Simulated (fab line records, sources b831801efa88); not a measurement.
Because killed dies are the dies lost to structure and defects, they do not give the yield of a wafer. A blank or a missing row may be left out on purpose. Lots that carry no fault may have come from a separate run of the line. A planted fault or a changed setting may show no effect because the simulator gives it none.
One fault seen from 2 desks    flow gf180mcu    every desk sees just its own numbers, and what lay behind them comes last
Where a reading is given only as a bound, like >300, the bound stands for it, and a mean or a difference that rests on one is marked > or <: the true number lies beyond.

## THE METROLOGY DESK
What the gauges read, lot by lot, whatever tool the lot ran on: means of the sampled wafers that have a number. If a lot's mean is further than 4 standard deviations from the usual mean, the lot is out of limits and carries the mark OUT (the distance appears in the brackets).
Columns: A = V1_OVL at GF_V1_OVL_MEAS_15, usual 1 nm; B = M2_ALCU_RS at GF_M2_RS_MEAS_05, usual 0.0695 ohm/sq; C = M2_ALCU_THK at GF_M2_THK_MEAS_06, usual 451 nm
lot   first seen here  A   B                         C
L492  day 17 17:38     6   0.0700                    446
L496  day 19 03:50     -3  0.0688                    457
L498  day 20 04:05     -0  0.0700                    448
L500  day 21 04:53     -3  0.0679                    460
L502  day 22 00:29     5   7.0377 (+99 or more) OUT  <0 (<-96) OUT
L503  day 22 19:45     5   7.1186 (+99 or more) OUT  <0 (<-96) OUT
L507  day 24 10:26     3   0.0705                    447
L511  day 25 08:59     1   0.0699                    447
L514  day 25 20:29     1   0.0695                    450
L513  day 25 23:32     5   0.0702                    450
L515  day 26 11:18     -3  0.0688                    454
Finding of this desk: L502, L503 out of limits, first seen on L502 at day 22 02:08 (M2_ALCU_RS at GF_M2_RS_MEAS_05). In limits: L492, L496, L498, L500, L507, L511, L514, L513, L515.

## THE TOOL OWNER'S DESK: pvd_sputter-02
The tool's own readings at GF_M2_SPUTTER_02 (material AlCu, target thk 450 nm, time 23.9 s): means of the sampled wafers that have a number, for each lot that ran on this tool. If a lot's mean is further than 4 standard deviations from the usual mean, the lot is out of limits and carries the mark OUT (the distance appears in the brackets).
Columns: A = cathode_dc_power_W at GF_M2_SPUTTER_02, usual 10600 W; B = chamber_pressure_pa at GF_M2_SPUTTER_02, usual 0.4000 Pa; C = throttle_valve_pct at GF_M2_SPUTTER_02, usual 29.8 %
lot   first seen here  A      B       C
L492  day 17 19:10     10599  0.4005  29.5
L507  day 24 11:57     10600  0.4003  30.1
L511  day 25 10:31     10601  0.4004  29.8
L514  day 25 22:00     10599  0.3999  29.7
L513  day 26 01:04     10601  0.4006  29.6
L515  day 26 12:50     10601  0.4001  30.2
This desk found nothing out of limits on any of the 6 lots.

## ALL TOGETHER
L502, L503 would have let the metrology desk raise an alarm at day 22 02:08.
The desk of the tool owner found nothing out of limits.
The tool owner's desk has no number on record for L502, L503.
Of the lots named, all ran GF_M2_SPUTTER_02 on pvd_sputter-02.

## WHAT THE SIMULATOR HAD PUT IN
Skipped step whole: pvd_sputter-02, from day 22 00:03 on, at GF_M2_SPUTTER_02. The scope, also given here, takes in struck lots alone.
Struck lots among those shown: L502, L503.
Per desk, hours elapsed from the start of the fault to the first reading out of limits: for the metrology desk, 2.
